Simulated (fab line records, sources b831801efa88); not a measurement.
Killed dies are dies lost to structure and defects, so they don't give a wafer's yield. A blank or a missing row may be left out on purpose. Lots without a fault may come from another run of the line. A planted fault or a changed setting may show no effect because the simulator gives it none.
Which tool did it? | flow gf180mcu | 6 lots, 18 wafers sampled, at 4 steps of a route of 602

WHAT THE GAUGES READ, wafer by wafer
GF_M5_CD_MEAS_07: target cd 280 nm.
lot  | measured     | on        | cd_nm (nm)
L758 | day 27 01:45 | cd_sem-01 | 278.8 278.8 279.8
L761 | day 27 23:32 | cd_sem-02 | 278.4 280.0 279.2
L763 | day 28 17:20 | cd_sem-02 | 278.4 280.2 281.4
L765 | day 29 03:42 | cd_sem-02 | 279.0 279.9 278.9
L768 | day 30 04:08 | cd_sem-01 | 280.4 280.2 280.6
L772 | day 31 04:06 | cd_sem-01 | 279.1 276.5 277.5

WHICH TOOL RAN EACH LOT (tool, then ch and the chambers of the sampled wafers, then the start)
lot  | GF_V4_CVD_00                     | GF_V4_SPUTTER_22             | GF_MIM_CVD_05
L758 | hdpcvd-01 ch 0,1,2, day 24 08:44 | pvd_sputter-03, day 25 07:35 | pecvd-03 ch 0,2, day 25 08:26
L761 | hdpcvd-01 ch 0,1,2, day 25 06:58 | pvd_sputter-01, day 26 05:18 | pecvd-03 ch 0,1, day 26 06:16
L763 | hdpcvd-01 ch 0,2, day 26 03:47   | pvd_sputter-03, day 27 01:12 | pecvd-03 ch 0,1, day 27 02:05
L765 | hdpcvd-02 ch 1,2, day 26 14:45   | pvd_sputter-01, day 27 11:40 | pecvd-01 ch 0,1, day 27 12:31
L768 | hdpcvd-02 ch 0,1, day 27 14:56   | pvd_sputter-01, day 28 12:25 | pecvd-03 ch 0,2, day 28 13:46
L772 | hdpcvd-01 ch 0,1,2, day 28 16:40 | pvd_sputter-02, day 29 13:58 | pecvd-02 ch 0,2, day 29 14:49
- GF_V4_CVD_00: deposits SiO2, target thk 600 nm, time 100 s.
- GF_V4_SPUTTER_22: material TiN, target thk 10 nm, time 40 s.
- GF_MIM_CVD_05: deposits Si3N4, target thk 42 nm, time 29.086 s.

THE ANSWER, worked out from the rows above alone
Rule: what is usual is taken from the lots themselves. Put in order of their means at a reading, lots are off if they are a third of the lots or fewer, leave a main group of 4 or more, and stand apart from it by a gap of 3 or more times the standard deviation of the main group's means; of several such gaps the widest counts. A main group whose means are all the same, to the digits that the tables above print for the reading, isn't used. A lot without any number at a reading at which 4 lots or more have one is off too. The other lots that the step has rows for count as sound.
No lot is off at any reading shown: from this, nothing can be told.

WHAT THE SIMULATOR HAD PUT IN
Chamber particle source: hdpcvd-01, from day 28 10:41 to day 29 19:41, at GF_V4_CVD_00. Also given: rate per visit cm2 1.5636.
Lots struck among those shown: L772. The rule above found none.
